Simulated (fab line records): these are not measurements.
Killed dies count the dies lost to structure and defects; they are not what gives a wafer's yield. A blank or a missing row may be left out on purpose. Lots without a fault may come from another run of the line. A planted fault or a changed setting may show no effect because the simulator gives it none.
fab line records	flow sky130
record: lots: 6	wafers: 18	last-day: 49
route steps=708 shown VIA1@473 METAL2@483 PAD_OPEN@708
lots untouched by any fault: they come from a run of this same line in which no faults occurred
start-h: hours from the record's first day to the start of the lot's first wafer shown	wait-h: time in hours since the lot's previous step	" as in the row above	L1.1+2: a single row standing in for several wafers	- either no value or no given start	* or withheld: withheld	< > ~ a bound
route shown NAME@n: a module of which the file shows steps, and the number in the route of the first	usual: mean and standard deviation over wafers with no fault	same: alike in all rows	chamber/n: place in a boat	sites: each site's reading	_std_site: standard deviation across them	_edge_site: inner sites' mean taken away from outer sites' mean	radius-mm: how far each site lies from the wafer's centre	mask NAME#n: copy n	behind: the last tool/chamber to shape the wafer	hold: the reason the lot was held/the length of the hold in hours/how it ended	device: the transistor (n, p or np) that didn't switch	end of line: the route-end tests of the same wafers	step lacking rows: just its recipe	killed: dies lost to structure and defects at the first sort, not the wafer's yield	map: a wafer's dies, x killed, . not, _ none there
set.NAME: the setting that was run; set.NAME@STEP: the one run at that earlier step	model.NAME: the simulator's own value behind a step, which no gauge read
lots at selected steps of the route; one table per step, one row per wafer
services: the hour from which a tool's chamber was out of use, counted from the record's first day as start-h (under 0 if before that day), plus the number of hours and why
== steps ==
step: SKY_VIA1_ETCH_15
recipe: target: SiO2	chemistry: C4F8/O2/Ar	target-depth-nm: 351	stop-on: TiN	mask-material: KrF-thick	source-w: 1500	bias-w: 1200	pressure-mtorr: 40	c4f8-flow-sccm: withheld	O2_flow_sccm: 6	Ar_flow_sccm: 300	time-s: 54
usual: oes-product-au: 0.983/0.0062
lot.wafer	tool	chamber	start-h	wait-h	oes-product-au	rf-hours-counter-h
L661.1	rie-diel-02	0	823.08	0.0	0.987	6
L661.5	"	2	"	"	0.982	-
L661.6	"	1	"	"	0.977	-
L666.1	rie-diel-02	0	875.62	0.0	0.985	7
L666.3	"	2	"	"	0.980	15
L666.4	"	1	"	"	0.977	12
L673.1	rie-diel-02	1	928.34	0.0	0.974	13
L673.3	"	0	"	"	0.977	9
L673.6	"	0	"	"	0.985	-
L674.2	rie-diel-01	0	928.99	0.0	0.980	8
L674.4	"	3	"	"	0.992	10
L674.6	"	2	"	"	0.991	-
L675.1	rie-diel-04	1	933.97	0.0	0.974	11
L675.2	"	0	"	"	0.982	17
L675.6	"	2	"	"	0.989	-
L676.3	rie-diel-01	3	938.79	0.0	0.980	11
L676.4	"	0	"	"	0.985	8
L676.6	"	0	"	"	0.970	-
step: SKY_VIA1_STRIP_16
recipe: chemistry: O2/N2	power-w: 1400	pressure-mtorr: 1500	platen-temp-c: withheld	o2-flow-sccm: 3000	n2-flow-sccm: 300	overash-fraction: 0.5
step: SKY_VIA1_STRIP_17
recipe: chemistry: post-etch-residue-remover	time-s: 1200	temp-c: 72.5
step: SKY_VIA1_CLEAN_18
recipe: chemistry: IPA	time-s: 180	temp-c: 25
step: SKY_VIA1_CLEAN_19
recipe: chemistry: O3/DIW	dry: n2-spin
step: SKY_VIA1_SPUTTER_20
recipe: material: TiN	target-thk-nm: 20	chamber-pressure-pa: 5	power-w: 4000	time-s: 80
usual: throttle-valve-pct: 30.0/0.94
lot.wafer	tool	chamber	start-h	wait-h	throttle-valve-pct
L661.1	pvd-sputter-03	-	823.76	0.0	30.5
L661.5	"	-	"	"	28.6
L661.6	"	-	"	"	30.4
L666.1	pvd-sputter-01	-	876.30	0.0	29.9
L666.3	"	-	"	"	31.4
L666.4	"	-	"	"	29.8
L673.1	pvd-sputter-03	-	929.01	0.0	30.3
L673.3	"	-	"	"	28.9
L673.6	"	-	"	"	30.3
L674.2	pvd-sputter-01	-	929.66	0.0	30.8
L674.4	"	-	"	"	29.3
L674.6	"	-	"	"	29.6
L675.1	pvd-sputter-03	-	934.61	0.0	28.5
L675.2	"	-	"	"	29.0
L675.6	"	-	"	"	30.3
L676.3	pvd-sputter-03	-	939.44	0.0	29.0
L676.4	"	-	"	"	28.3
L676.6	"	-	"	"	29.0
step: SKY_VIA1_CVD_21
recipe: material: W	target-thk-nm: 270	time-s: 80.902	temp-c: 400	pressure-torr: 40
usual: heater-power-w: 897/110	susceptor-temp-C: 400.03/0.22
lot.wafer	tool	chamber	start-h	wait-h	heater-power-w	susceptor-temp-C
L661.1	cvd-w-01	1	823.82	0.0	1096	399.95
L661.5	"	0	"	"	786	399.74
L661.6	"	1	"	"	1081	399.95
L666.1	cvd-w-01	1	876.37	0.0	1121	399.98
L666.3	"	0	"	"	769	400.10
L666.4	"	1	"	"	1100	399.83
L673.1	cvd-w-01	0	929.07	0.0	706	399.81
L673.3	"	0	"	"	728	399.79
L673.6	"	0	"	"	712	399.93
L674.2	cvd-w-02	0	929.72	0.0	880	400.22
L674.4	"	1	"	"	916	399.65
L674.6	"	0	"	"	865	400.04
L675.1	cvd-w-02	0	934.67	0.0	854	400.51
L675.2	"	1	"	"	886	400.10
L675.6	"	0	"	"	880	400.41
L676.3	cvd-w-02	1	939.53	0.1	930	400.02
L676.4	"	0	"	"	845	400.04
L676.6	"	1	"	"	905	400.12
step: SKY_VIA1_RS_MEAS_22
recipe: thk-meas-gauge: four-point-probe	reads: W_of_VIA1_CVD_21+TiN_of_VIA1_SPUTTER_20
usual: VIA1_W_RS: 0.430/0.0047
lot.wafer	tool	chamber	start-h	wait-h	VIA1_W_RS[ohm/sq]
L661.1	film-metro-04	-	823.91	0.1	0.434
L661.5	"	-	"	"	0.436
L661.6	"	-	"	"	0.437
L666.1	film-metro-01	-	876.46	0.1	0.428
L666.3	"	-	"	"	0.431
L666.4	"	-	"	"	0.434
L673.1	film-metro-02	-	929.16	0.1	0.429
L673.3	"	-	"	"	0.426
L673.6	"	-	"	"	0.426
L674.2	film-metro-04	-	929.83	0.1	0.429
L674.4	"	-	"	"	0.426
L674.6	"	-	"	"	0.434
L675.1	film-metro-02	-	934.76	0.1	0.433
L675.2	"	-	"	"	0.428
L675.6	"	-	"	"	0.433
L676.3	film-metro-01	-	939.63	0.1	0.432
L676.4	"	-	"	"	0.434
L676.6	"	-	"	"	0.432
step: SKY_VIA1_THK_MEAS_23
recipe: thk-meas-gauge: xrf	reads: W_of_VIA1_CVD_21
usual: VIA1_W_THK: 273/3.7
lot.wafer	tool	chamber	start-h	wait-h	VIA1_W_THK[nm]
L661.1	film-metro-04	-	824.03	0.1	269
L661.5	"	-	"	"	270
L661.6	"	-	"	"	268
L666.1	film-metro-01	-	876.58	0.1	272
L666.3	"	-	"	"	268
L666.4	"	-	"	"	268
L673.1	film-metro-02	-	929.28	0.1	273
L673.3	"	-	"	"	275
L673.6	"	-	"	"	277
L674.2	film-metro-04	-	929.94	0.1	273
L674.4	"	-	"	"	275
L674.6	"	-	"	"	271
L675.1	film-metro-02	-	934.88	0.1	272
L675.2	"	-	"	"	274
L675.6	"	-	"	"	271
L676.3	film-metro-01	-	939.73	0.1	273
L676.4	"	-	"	"	272
L676.6	"	-	"	"	271
step: SKY_VIA1_CMP_24
recipe: stop-on: SiO2	t-overpolish-s: 15	down-force-psi: 3.5	platen-rpm: 60	target-thk-nm: 0	pad-velocity-m-s: 0.94248
step: SKY_METAL2_SPUTTER_00
recipe: material: Ti	target-thk-nm: 15	power-w: 3000	time-s: 10	chamber-pressure-pa: 0.4
step: SKY_METAL2_SPUTTER_01
recipe: material: TiN	target-thk-nm: 20	power-w: 6500	time-s: 16.7	chamber-pressure-pa: 0.4
usual: throttle-valve-pct: 29.8/1
lot.wafer	tool	chamber	start-h	wait-h	throttle-valve-pct
L661.1	pvd-sputter-01	-	824.42	0.0	29.7
L661.5	"	-	"	"	31.3
L661.6	"	-	"	"	29.6
L666.1	pvd-sputter-04	-	876.96	0.0	30.2
L666.3	"	-	"	"	30.7
L666.4	"	-	"	"	28.5
L673.1	pvd-sputter-03	-	929.99	0.0	30.5
L673.3	"	-	"	"	28.9
L673.6	"	-	"	"	28.9
L674.2	pvd-sputter-01	-	930.31	0.0	29.8
L674.4	"	-	"	"	29.6
L674.6	"	-	"	"	29.7
L675.1	pvd-sputter-04	-	935.52	0.0	28.4
L675.2	"	-	"	"	30.1
L675.6	"	-	"	"	28.3
L676.3	pvd-sputter-01	-	940.10	0.0	31.5
L676.4	"	-	"	"	30.9
L676.6	"	-	"	"	29.6
step: SKY_METAL2_SPUTTER_02
recipe: material: AlCu	target-thk-nm: 250	power-w: 10600	time-s: 13.3	chamber-pressure-pa: 0.4
usual: throttle-valve-pct: 29.8/1
lot.wafer	tool	chamber	start-h	wait-h	throttle-valve-pct	model.AlCu_of_METAL2_SPUTTER_02.thk-nm
L661.1	pvd-sputter-01	-	824.44	0.0	29.7	244.4
L661.5	"	-	"	"	31.3	243.8
L661.6	"	-	"	"	29.7	246.3
L666.1	pvd-sputter-04	-	876.99	0.0	30.2	252.9
L666.3	"	-	"	"	30.8	251.8
L666.4	"	-	"	"	28.3	253.4
L673.1	pvd-sputter-03	-	930.02	0.0	30.4	248.7
L673.3	"	-	"	"	29.3	246.6
L673.6	"	-	"	"	29.1	245.5
L674.2	pvd-sputter-01	-	930.34	0.0	29.8	174.8
L674.4	"	-	"	"	29.7	174.6
L674.6	"	-	"	"	29.4	175.5
L675.1	pvd-sputter-04	-	935.55	0.0	28.5	255.1
L675.2	"	-	"	"	30.4	253.8
L675.6	"	-	"	"	28.4	255
L676.3	pvd-sputter-01	-	940.12	0.0	31.5	173.9
L676.4	"	-	"	"	30.8	177.2
L676.6	"	-	"	"	29.6	172.6
step: SKY_METAL2_SPUTTER_03
recipe: material: Ti	target-thk-nm: 5	power-w: 3000	time-s: 3.3	chamber-pressure-pa: 0.4
usual: throttle-valve-pct: 29.8/1
lot.wafer	tool	chamber	start-h	wait-h	throttle-valve-pct
L661.1	pvd-sputter-01	-	824.47	0.0	29.8
L661.5	"	-	"	"	31.2
L661.6	"	-	"	"	29.9
L666.1	pvd-sputter-04	-	877.01	0.0	30.3
L666.3	"	-	"	"	30.7
L666.4	"	-	"	"	28.3
L673.1	pvd-sputter-03	-	930.04	0.0	30.7
L673.3	"	-	"	"	29.0
L673.6	"	-	"	"	28.8
L674.2	pvd-sputter-01	-	930.36	0.0	29.7
L674.4	"	-	"	"	29.7
L674.6	"	-	"	"	29.8
L675.1	pvd-sputter-04	-	935.57	0.0	28.1
L675.2	"	-	"	"	30.3
L675.6	"	-	"	"	28.3
L676.3	pvd-sputter-01	-	940.15	0.0	31.1
L676.4	"	-	"	"	30.8
L676.6	"	-	"	"	29.7
step: SKY_METAL2_SPUTTER_04
recipe: material: TiN	target-thk-nm: 70	power-w: 6500	time-s: 58.3	chamber-pressure-pa: 0.4
step: SKY_METAL2_RS_MEAS_05
recipe: thk-meas-gauge: four-point-probe	reads: TiN_of_METAL2_SPUTTER_04+Ti_of_METAL2_SPUTTER_03+AlCu_of_METAL2_SPUTTER_02+TiN_of_METAL2_SPUTTER_01+Ti_of_METAL2_SPUTTER_00
usual: METAL2_ALCU_RS: 0.1264/0.0016
lot.wafer	tool	chamber	start-h	wait-h	METAL2_ALCU_RS[ohm/sq]
L661.1	film-metro-01	-	824.53	0.0	0.1303
L661.5	"	-	"	"	0.1304
L661.6	"	-	"	"	0.1292
L666.1	film-metro-01	-	877.08	0.0	0.1255
L666.3	"	-	"	"	0.1261
L666.4	"	-	"	"	0.1252
L673.1	film-metro-03	-	930.11	0.0	0.1275
L673.3	"	-	"	"	0.1287
L673.6	"	-	"	"	0.1294
L674.2	film-metro-03	-	930.45	0.0	0.1843
L674.4	"	-	"	"	0.1844
L674.6	"	-	"	"	0.1832
L675.1	film-metro-03	-	935.64	0.0	0.1241
L675.2	"	-	"	"	0.1249
L675.6	"	-	"	"	0.1242
L676.3	film-metro-04	-	940.25	0.1	0.1853
L676.4	"	-	"	"	0.1821
L676.6	"	-	"	"	0.1868
step: SKY_METAL2_THK_MEAS_06
recipe: thk-meas-gauge: xrf	reads: AlCu_of_METAL2_SPUTTER_02
usual: METAL2_ALCU_THK: 248/3.6
lot.wafer	tool	chamber	start-h	wait-h	METAL2_ALCU_THK[nm]
L661.1	film-metro-01	-	824.65	0.1	239
L661.5	"	-	"	"	239
L661.6	"	-	"	"	243
L666.1	film-metro-01	-	877.20	0.1	248
L666.3	"	-	"	"	247
L666.4	"	-	"	"	249
L673.1	film-metro-03	-	930.23	0.1	244
L673.3	"	-	"	"	242
L673.6	"	-	"	"	243
L674.2	film-metro-03	-	930.56	0.1	170
L674.4	"	-	"	"	171
L674.6	"	-	"	"	173
L675.1	film-metro-03	-	935.76	0.1	252
L675.2	"	-	"	"	249
L675.6	"	-	"	"	253
L676.3	film-metro-04	-	940.35	0.1	172
L676.4	"	-	"	"	175
L676.6	"	-	"	"	172
step: SKY_METAL2_DEHYDRATE_07
recipe: temp-c: 200	time-s: 60
step: SKY_METAL2_HMDS_08
recipe: prime-time-s: 60	prime-temp-c: 120
step: SKY_METAL2_COAT_09
recipe: resist: BARC	temp-c: withheld	time-s: withheld	spin-rpm: 3000	resist-thk-nm: 60
step: SKY_METAL2_COAT_10
recipe: resist: KrF-thick	spin-rpm: 3000	resist-thk-nm: 450
step: SKY_METAL2_SOFTBAKE_11
recipe: temp-c: 100	time-s: 90	resist: KrF-thick
step: SKY_METAL2_EXPOSE_12
recipe: mask-id: MM2	na: 0.8	source-shape: annular	sigma-inner: 0.55	sigma-outer: 0.85	target-cd-nm: 140	dose-mj: 28
step: SKY_METAL2_PEB_13
recipe: peb-temp-c: withheld	peb-time-s: withheld	resist: KrF-thick
step: SKY_METAL2_DEVELOP_14
recipe: develop-time-s: 60	resist: KrF-thick	dev-temp-c: 21
step: SKY_METAL2_CD_MEAS_15
recipe: target-cd-nm: 140
usual: cd-nm: 140.1/1.6
lot.wafer	tool	chamber	start-h	wait-h	cd-nm
L661.1	cd-sem-01	-	850.89	-	141.4
L661.5	"	-	"	"	141.9
L661.6	"	-	"	"	139.0
L666.1	cd-sem-01	-	903.09	-	139.2
L666.3	"	-	"	"	138.9
L666.4	"	-	"	"	138.4
L673.1	cd-sem-02	-	954.69	-	142.3
L673.3	"	-	"	"	143.2
L673.6	"	-	"	"	143.0
L674.2	cd-sem-02	-	955.86	-	141.8
L674.4	"	-	"	"	140.0
L674.6	"	-	"	"	141.0
L675.1	cd-sem-01	-	959.84	-	140.4
L675.2	"	-	"	"	140.4
L675.6	"	-	"	"	141.9
L676.3	cd-sem-02	-	963.73	-	140.1
L676.4	"	-	"	"	140.4
L676.6	"	-	"	"	139.7
step: SKY_METAL2_OVL_MEAS_16
usual: METAL2_OVL: 5/5.6
lot.wafer	tool	chamber	start-h	wait-h	METAL2_OVL[nm]
L661.1	overlay-02	-	851.01	0.1	12
L661.5	"	-	"	"	5
L661.6	"	-	"	"	9
L666.1	overlay-01	-	903.21	0.1	5
L666.3	"	-	"	"	3
L666.4	"	-	"	"	5
L673.1	overlay-01	-	954.81	0.1	8
L673.3	"	-	"	"	5
L673.6	"	-	"	"	3
L674.2	overlay-02	-	955.97	0.1	-3
L674.4	"	-	"	"	1
L674.6	"	-	"	"	1
L675.1	overlay-01	-	959.96	0.1	-1
L675.2	"	-	"	"	6
L675.6	"	-	"	"	-1
L676.3	overlay-01	-	963.82	0.1	15
L676.4	"	-	"	"	5
L676.6	"	-	"	"	8
step: SKY_METAL2_DESCUM_17
recipe: chemistry: O2	source-power-w: 150	bias-power-w: 0	pressure-mtorr: 10	temp-c: 40	time-s: 8
step: SKY_METAL2_ETCH_18
recipe: chemistry: N2/H2	target: BARC	ion-energy-ev: 200	bias-w: 100	pressure-mtorr: 30	n2-flow-sccm: 100	h2-flow-sccm: 200	icp-w: 500	stop-on: SiO2	time-s: 45.9	target-depth-a: 600
step: SKY_METAL2_METAL_ETCH_19
recipe: target-depth-a: 3600	stop-on: SiO2	over-etch-frac: 0.3	time-s: 78	chemistry: Cl2/BCl3	resist-sidewall-deg: 88	pressure-mtorr: 10	icp-w: 900	bias-w: 50.31	Cl2_flow_sccm: 60	bcl3-flow-sccm: 30
usual: drypump-motor-current-A: 5.97/0.3	oes-product-au: 0.856/0.0054	throttle-valve-pct: 22.264/0.0088
lot.wafer	tool	chamber	start-h	wait-h	drypump-motor-current-A	oes-product-au	rf-hours-counter-h	throttle-valve-pct
L661.1	rie-metal-01	1	851.14	0.0	5.78	0.841	12	22.270
L661.5	"	1	"	"	5.76	0.856	-	22.266
L661.6	"	0	"	"	6.39	0.851	-	22.258
L666.1	rie-metal-02	0	903.34	0.0	6.18	0.853	11	22.267
L666.3	"	0	"	"	6.17	0.853	-	22.270
L666.4	"	1	"	"	5.70	0.863	-	22.266
L673.1	rie-metal-03	0	954.94	0.0	6.20	0.851	7	22.268
L673.3	"	1	"	"	5.61	0.852	-	22.271
L673.6	"	1	"	"	5.63	0.844	-	22.261
L674.2	rie-metal-02	1	956.09	0.0	5.67	0.790	7	22.261
L674.4	"	0	"	"	6.19	0.777	-	22.274
L674.6	"	0	"	"	6.22	0.788	-	22.245
L675.1	rie-metal-02	0	960.09	0.0	6.21	0.862	14	22.258
L675.2	"	1	"	"	5.69	0.863	8	22.253
L675.6	"	0	"	"	6.19	0.863	-	22.251
L676.3	rie-metal-01	0	963.97	0.1	6.39	0.782	-	22.270
L676.4	"	1	"	"	5.76	0.794	-	22.257
L676.6	"	0	"	"	6.43	0.780	-	22.260
step: SKY_METAL2_STRIP_20
recipe: chemistry: O2/N2	power-w: 1400	pressure-mtorr: 1500	platen-temp-c: withheld	o2-flow-sccm: 3000	n2-flow-sccm: 300	overash-fraction: 0.5
step: SKY_PAD_OPEN_PROBE_99
usual: defect-limited-yield: 82.3/1.9	killed_at_M0_to_M3: 44/7.6	killed_at_M4_up: 3.2/1.7	killed-at-contacts: 24/5.7	killed-at-front-end: 16/3.9	killed-at-other: 0.2/0.45	killed-dies: 87/9.5	killed-open: 47/6.9	killed-short: 40/5.8	sort_bin_3_pad_short: 0.9/0.4	sort_bin_5_function: 10.4/1.4	sort_bin_6_memory: 6.4/1.1	sort-n-pass: 405/9.5	sort-yield-pct: 82.3/1.9
same: gross-dies: 492	killed-at-back-side: 0	sort_bin_4_leakage[%]: 0	sort_bin_8_speed[%]: 0
lot.wafer	tool	chamber	start-h	wait-h	defect-limited-yield[%]	killed_at_M0_to_M3	killed_at_M4_up	killed-at-contacts	killed-at-front-end	killed-at-other	killed-dies	killed-open	killed-short	sort_bin_3_pad_short[%]	sort_bin_5_function[%]	sort_bin_6_memory[%]	sort-n-pass	sort-yield-pct[%]	model.etest.met2.line-ohm-um	model.etest.met2.rs-ohm-sq
L661.1	prober-02	-	1099.53	0.1	82.5	35	1	31	19	0	86	42	44	1.4	10.4	5.7	406	82.5	0.9222	0.13
L661.5	prober-02	-	1099.73	0.2	83.1	34	4	24	20	1	83	45	38	0.6	9.3	6.9	409	83.1	0.9114	0.1321
L661.6	prober-02	-	1099.78	0.2	83.5	36	2	23	20	0	81	43	38	0.8	10.2	5.5	411	83.5	0.9275	0.1306
L666.1	prober-01	-	1132.14	0.1	86.4	33	1	20	13	0	67	36	31	0.8	8.5	4.3	425	86.4	0.9399	0.1281
L666.3	prober-01	-	1132.24	0.2	85.8	34	3	15	18	0	70	40	30	0.6	8.5	5.1	422	85.8	0.9253	0.1275
L666.4	prober-01	-	1132.29	0.2	83.1	47	3	18	15	0	83	45	38	1.0	9.8	6.1	409	83.1	0.9019	0.1253
L673.1	prober-02	-	1176.37	0.1	79.5	50	3	29	19	0	101	52	49	0.4	13.0	7.1	391	79.5	0.9372	0.1312
L673.3	prober-02	-	1176.47	0.2	82.7	34	3	22	25	1	85	47	38	0.2	9.6	7.5	407	82.7	0.9705	0.1305
L673.6	prober-02	-	1176.62	0.2	78.0	69	6	18	13	2	108	53	55	1.2	12.4	8.3	384	78.0	0.9441	0.131
L674.2	prober-01	-	1179.00	0.1	82.5	52	3	16	15	0	86	45	41	1.2	8.3	7.9	406	82.5	1.313	0.1866
L674.4	prober-01	-	1179.10	0.2	81.5	41	4	26	19	1	91	54	37	0.8	11.0	6.7	401	81.5	1.443	0.1885
L674.6	prober-01	-	1179.20	0.2	80.3	41	5	32	19	0	97	56	41	0.8	12.6	6.3	395	80.3	1.342	0.1858
L675.1	prober-02	-	1181.85	0.1	83.7	43	1	24	12	0	80	42	38	1.2	8.7	6.3	412	83.7	0.9299	0.1258
L675.2	prober-02	-	1181.90	0.1	83.1	37	2	26	18	0	83	45	38	0.8	9.1	6.9	409	83.1	0.9091	0.127
L675.6	prober-02	-	1182.10	0.2	83.7	38	3	22	17	0	80	41	39	1.0	10.2	5.1	412	83.7	0.919	0.1268
L676.3	prober-01	-	1184.61	0.2	80.3	51	2	27	16	1	97	54	43	0.8	12.0	6.9	395	80.3	1.296	0.1875
L676.4	prober-01	-	1184.66	0.2	80.5	38	2	40	16	0	96	56	40	1.2	10.8	7.5	396	80.5	1.338	0.1823
L676.6	prober-01	-	1184.76	0.2	84.8	39	2	19	15	0	75	38	37	0	9.1	6.1	417	84.8	1.304	0.1887
killed by level:class
L661.1 CONTACT:geometric-particle:open=12 LI_CONTACT:geometric-particle:open=11 METAL1:geometric-particle:short=8 POLY_GATE:geometric-particle:short=7 CONTACT:geometric-particle:short=5 VIA1:geometric-particle:open=5 VIA1:geometric-particle:short=5 METAL2:geometric-particle:short=5
L661.5 CONTACT:geometric-particle:open=8 VIA3:geometric-particle:open=8 VIA2:geometric-particle:open=7 VIA1:geometric-particle:open=6 FIELD_ISO:geometric-particle:short=5 POLY_GATE:geometric-particle:open=5 LI_CONTACT:geometric-particle:open=5 CONTACT:geometric-particle:short=5
L661.6 VIA2:geometric-particle:open=9 POLY_GATE:geometric-particle:short=8 CONTACT:geometric-particle:short=7 POLY_GATE:geometric-particle:open=6 LI_CONTACT:geometric-particle:open=6 CONTACT:geometric-particle:open=6 VIA1:geometric-particle:short=6 VIA1:geometric-particle:open=6
L666.1 LI_CONTACT:geometric-particle:open=8 CONTACT:geometric-particle:short=6 FIELD_ISO:geometric-particle:short=5 VIA1:geometric-particle:open=5 VIA2:geometric-particle:open=5 VIA1:geometric-particle:short=4 METAL2:geometric-particle:short=4 VIA3:geometric-particle:open=4
L666.3 VIA1:geometric-particle:open=8 CONTACT:geometric-particle:open=6 FIELD_ISO:geometric-particle:open=5 LI_CONTACT:geometric-particle:open=4 METAL2:geometric-particle:short=4 VIA2:geometric-particle:short=4 METAL3:geometric-particle:short=4 FIELD_ISO:geometric-particle:short=3
L666.4 VIA1:geometric-particle:open=11 VIA3:geometric-particle:open=8 LI_CONTACT:geometric-particle:open=7 METAL1:geometric-particle:short=6 FIELD_ISO:geometric-particle:open=5 CONTACT:geometric-particle:short=5 VIA1:geometric-particle:short=4 VIA2:geometric-particle:open=4
L673.1 METAL2:geometric-particle:short=10 VIA1:geometric-particle:open=9 LI_CONTACT:geometric-particle:open=8 CONTACT:geometric-particle:open=8 VIA2:geometric-particle:open=7 CONTACT:geometric-particle:short=7 METAL1:geometric-particle:short=6 POLY_GATE:geometric-particle:short=5
L673.3 VIA1:geometric-particle:open=11 CONTACT:geometric-particle:open=9 POLY_GATE:geometric-particle:open=8 POLY_GATE:geometric-particle:short=6 VIA3:geometric-particle:open=6 FIELD_ISO:geometric-particle:short=5 VIA2:geometric-particle:open=5 LI_CONTACT:geometric-particle:open=4
L673.6 VIA1:geometric-particle:open=18 METAL1:geometric-particle:short=15 VIA3:geometric-particle:open=9 CONTACT:geometric-particle:open=6 VIA3:geometric-particle:short=6 METAL4:geometric-particle:short=5 FIELD_ISO:geometric-particle:short=4 LI_CONTACT:geometric-particle:open=4
L674.2 VIA1:geometric-particle:open=12 CONTACT:geometric-particle:open=8 VIA2:geometric-particle:open=7 METAL1:geometric-particle:short=7 VIA1:geometric-particle:short=5 POLY_GATE:geometric-particle:short=5 VIA3:geometric-particle:open=5 VIA2:geometric-particle:short=5
L674.4 VIA3:geometric-particle:open=10 CONTACT:geometric-particle:open=10 VIA1:geometric-particle:open=9 CONTACT:geometric-particle:short=6 POLY_GATE:geometric-particle:short=5 LI_CONTACT:geometric-particle:open=5 METAL1:geometric-particle:short=5 POLY_GATE:geometric-particle:open=4
L674.6 LI_CONTACT:geometric-particle:open=11 CONTACT:geometric-particle:open=11 VIA2:geometric-particle:open=10 VIA3:geometric-particle:open=8 VIA1:geometric-particle:open=6 POLY_GATE:geometric-particle:short=5 LOCAL_INTERCONNECT:geometric-particle:short=4 CONTACT:geometric-particle:short=4
L675.1 VIA1:geometric-particle:open=9 CONTACT:geometric-particle:open=8 METAL1:geometric-particle:short=8 METAL2:geometric-particle:short=6 VIA2:geometric-particle:open=6 LI_CONTACT:geometric-particle:open=5 LOCAL_INTERCONNECT:geometric-particle:short=5 POLY_GATE:geometric-particle:short=4
L675.2 CONTACT:geometric-particle:open=9 VIA1:geometric-particle:open=9 LI_CONTACT:geometric-particle:open=7 METAL1:geometric-particle:short=6 VIA3:geometric-particle:open=6 POLY_GATE:geometric-particle:short=5 POLY_GATE:geometric-particle:open=5 METAL2:geometric-particle:short=4
L675.6 METAL2:geometric-particle:short=9 CONTACT:geometric-particle:open=7 LI_CONTACT:geometric-particle:open=6 VIA3:geometric-particle:open=6 FIELD_ISO:geometric-particle:short=5 LI_CONTACT:geometric-particle:short=4 METAL1:geometric-particle:short=4 VIA1:geometric-particle:open=4
L676.3 VIA1:geometric-particle:open=17 LI_CONTACT:geometric-particle:open=13 VIA3:geometric-particle:open=8 CONTACT:geometric-particle:short=6 VIA1:geometric-particle:short=6 METAL1:geometric-particle:short=6 CONTACT:geometric-particle:open=5 VIA3:geometric-particle:short=5
L676.4 CONTACT:geometric-particle:open=17 VIA1:geometric-particle:open=10 CONTACT:geometric-particle:short=8 LI_CONTACT:geometric-particle:open=6 VIA3:geometric-particle:open=6 LOCAL_INTERCONNECT:geometric-particle:short=6 METAL1:geometric-particle:short=5 FIELD_ISO:geometric-particle:open=4
L676.6 VIA1:geometric-particle:open=7 VIA1:geometric-particle:short=7 VIA2:geometric-particle:open=7 CONTACT:geometric-particle:short=5 CONTACT:geometric-particle:open=5 METAL1:geometric-particle:short=5 FIELD_ISO:geometric-particle:short=4 FIELD_ISO:geometric-particle:open=4
== services ==
tool	chamber	start-h	hours	kind
cvd-w-01	-	800.73	6.9	pm
rie-metal-03	-	812.61	0.6	repair
rie-diel-04	0	812.70	7.5	repair
cvd-w-02	-	821.80	2.8	pm
pvd-sputter-01	1	824.53	-	consumable-replace:kit
pvd-sputter-01	1	824.53	18.0	scheduled-down
pvd-sputter-01	1	824.53	18.0	vent-cycle
pvd-sputter-04	1	825.00	-	consumable-replace:kit
pvd-sputter-04	1	825.00	18.0	scheduled-down
pvd-sputter-04	1	825.00	18.0	vent-cycle
rie-diel-01	1	833.97	6.7	repair
pvd-sputter-01	-	836.39	6.2	repair
rie-diel-04	2	844.01	2.8	repair
rie-metal-02	0	847.39	5.1	repair
pvd-sputter-04	-	890.21	0.9	repair
pvd-sputter-04	-	890.26	5.2	repair
pvd-sputter-04	-	894.11	5.4	repair
cvd-w-01	-	904.00	14.0	pm
rie-diel-04	3	924.97	5.6	repair
rie-diel-02	-	929.36	4.3	pm
cvd-w-01	0	935.34	7.3	repair
rie-metal-01	-	943.71	0.4	repair
cvd-w-02	0	944.83	13.3	repair
rie-metal-03	-	955.18	0.6	repair
== key ==
first-sign: step: SKY_METAL2_RS_MEAS_05	reading: METAL2_ALCU_RS	direction: up	sigmas: 36	usual: 0.1264	struck: 0.1843
effect: step: SKY_METAL2_THK_MEAS_06	reading: METAL2_ALCU_THK	direction: down	sigmas: 21	usual: 248	struck: 172
effect: step: SKY_METAL2_METAL_ETCH_19	reading: oes-product-au	direction: down	sigmas: 13	usual: 0.856	struck: 0.785
model-effect: step: SKY_METAL2_SPUTTER_02	value: AlCu_of_METAL2_SPUTTER_02.thk-nm	without: 250.5	struck: 174.8
model-effect: step: SKY_PAD_OPEN_PROBE_99	value: etest.met2.line-ohm-um	without: 0.9205	struck: 1.339
met-at SKY_METAL2_SPUTTER_02
struck-wafers L674.2,L674.4,L674.6,L676.3,L676.4,L676.6
onset-between 824.44 930.34
also-fits SKY_VIA1_ETCH_15:rie-diel-01,SKY_METAL2_SPUTTER_01:pvd-sputter-01,SKY_METAL2_SPUTTER_03:pvd-sputter-01
fault: kind: process-parameter-drift	tool: pvd-sputter-01	chamber: -	onset-h: 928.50	steps: SKY_METAL2_SPUTTER_02	channel: target-thk-nm	offset: -75.707	shape: step	end-h: 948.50	acts-in: these-recipes-only	stated: 250
